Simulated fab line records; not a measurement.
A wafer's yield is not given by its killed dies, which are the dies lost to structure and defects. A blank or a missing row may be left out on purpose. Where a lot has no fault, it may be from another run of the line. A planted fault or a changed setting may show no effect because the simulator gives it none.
The tool behind it: which one? ; flow sky130 ; 14 lots, 42 wafers sampled, at 3 steps of a route of 708

## WHAT THE GAUGES SHOWED, per wafer
SKY_SD_N_RS_MEAS_18: uses a four-point probe to measure. Usual: RES_XHIGH_RS typically reads 333.4 ohm/sq, with standard deviation 1.3.
lot;measured;on;RES_XHIGH_RS (ohm/sq);flag
L454;day 27 22:36;film_metro-04;335.4 336.0 334.0;
L456;day 28 10:19;film_metro-02;334.0 334.0 334.3;
L455;day 28 11:49;film_metro-03;334.6 334.2 334.5;
L458;day 29 14:16;film_metro-03;333.1 332.8 332.3;
L457;day 29 19:01;film_metro-03;330.7 331.1 330.7;
L459;day 30 00:46;film_metro-03;333.8 332.2 334.2;
L461;day 30 16:26;film_metro-02;333.8 335.0 333.4;
L463;day 31 06:06;film_metro-02;334.6 333.8 334.9;
L464;day 32 00:17;film_metro-02;333.2 332.5 332.3;
L466;day 32 05:56;film_metro-02;335.9 335.7 335.9;
L471;day 33 16:11;film_metro-04;333.9 334.6 334.0;
L474;day 34 11:49;film_metro-03;333.1 332.6 331.9;
L475;day 34 23:30;film_metro-03;333.5 333.5 332.7;
L476;day 35 19:07;film_metro-04;333.2 333.0 332.8;

SKY_LI_CONTACT_RS_MEAS_22: uses a four-point probe to measure. Usual: LI_CONTACT_W_RS typically reads 0.282 ohm/sq, with standard deviation 0.0036.
lot;measured;on;LI_CONTACT_W_RS (ohm/sq);flag
L454;day 29 06:07;film_metro-04;0.281 0.278 0.285;
L456;day 29 16:19;film_metro-03;0.281 0.283 0.287;
L455;day 29 18:21;film_metro-03;0.284 0.279 0.280;
L458;day 30 18:58;film_metro-03;0.280 0.279 0.285;
L457;day 31 01:10;film_metro-02;0.281 0.285 0.284;
L459;day 31 07:00;film_metro-03;0.275 0.283 0.275;
L461;day 31 21:25;film_metro-04;0.286 0.288 0.283;
L463;day 32 11:19;film_metro-04;0.280 0.281 0.275;
L464;day 33 05:26;film_metro-03;0.287 0.289 0.284;
L466;day 33 10:23;film_metro-03;0.281 0.283 0.281;
L471;day 34 20:36;film_metro-02;0.285 0.288 0.285;
L474;day 35 15:56;film_metro-03;0.282 0.284 0.282;
L475;day 36 02:26;film_metro-02;0.283 0.284 0.283;
L476;day 36 22:10;film_metro-03;0.284 0.284 0.287;

## TOOL THAT RAN EACH LOT (tool first, then ch and the chambers of the sampled wafers, then the start)
lot;SKY_LI_CONTACT_SPUTTER_20
L454;pvd_sputter-01, day 29 05:52
L456;pvd_sputter-02, day 29 16:07
L455;pvd_sputter-03, day 29 18:10
L458;pvd_sputter-02, day 30 18:43
L457;pvd_sputter-02, day 31 00:58
L459;pvd_sputter-01, day 31 06:49
L461;pvd_sputter-03, day 31 21:13
L463;pvd_sputter-02, day 32 11:08
L464;pvd_sputter-02, day 33 05:13
L466;pvd_sputter-03, day 33 10:10
L471;pvd_sputter-01, day 34 20:23
L474;pvd_sputter-03, day 35 15:42
L475;pvd_sputter-03, day 36 02:13
L476;pvd_sputter-02, day 36 21:58
- SKY_LI_CONTACT_SPUTTER_20: material TiN, target thk 20 nm, time 80 s.

## AS READ BY THE TOOLS THEMSELVES (means over the sampled wafers that have a number; for cases with no such wafer, the mark the record gives instead)
SKY_LI_CONTACT_SPUTTER_20. Usual: chamber_pressure_pa 4.999 Pa, standard deviation 0.01; throttle_valve_pct 29.9 %, standard deviation 0.92.
lot;tool;chamber_pressure_pa (Pa);throttle_valve_pct (%);flag
L454;pvd_sputter-01;4.995;29.6;
L456;pvd_sputter-02;5.006;31.3;
L455;pvd_sputter-03;4.998;29.3;
L458;pvd_sputter-02;4.997;30.4;
L457;pvd_sputter-02;4.991;30.6;
L459;pvd_sputter-01;4.997;29.2;
L461;pvd_sputter-03;5.003;29.1;
L463;pvd_sputter-02;4.284;33.1;OFF
L464;pvd_sputter-02;4.279;33.0;OFF
L466;pvd_sputter-03;5.006;29.4;
L471;pvd_sputter-01;5.022;29.8;
L474;pvd_sputter-03;4.994;29.1;
L475;pvd_sputter-03;5.012;29.5;
L476;pvd_sputter-02;5.002;31.0;

## THE ANSWER, worked out from the rows above alone
Rule: a lot is off if the mean of its wafers that have a number lies more than 3 standard deviations from the usual mean. Also off: a lot with no number at a reading for which 4 or more lots have one. Where the step has rows for the other lots, those lots are counted as sound. The gauges are gone through in route order, then the tools' own readings, and for those a lot's mean is taken as printed above. The first step at which some lot is off is used, and at that step the reading that is off furthest; a lot without a number counts as furthest.
Off: L463, L464, at SKY_LI_CONTACT_SPUTTER_20 (chamber_pressure_pa).
If a tool, at that step or one of the process steps before it, ran each lot that is off and ran no sound lot following the first of them, it fits. No candidate that was tried fits.

## WHAT THE SIMULATOR HAD INSERTED
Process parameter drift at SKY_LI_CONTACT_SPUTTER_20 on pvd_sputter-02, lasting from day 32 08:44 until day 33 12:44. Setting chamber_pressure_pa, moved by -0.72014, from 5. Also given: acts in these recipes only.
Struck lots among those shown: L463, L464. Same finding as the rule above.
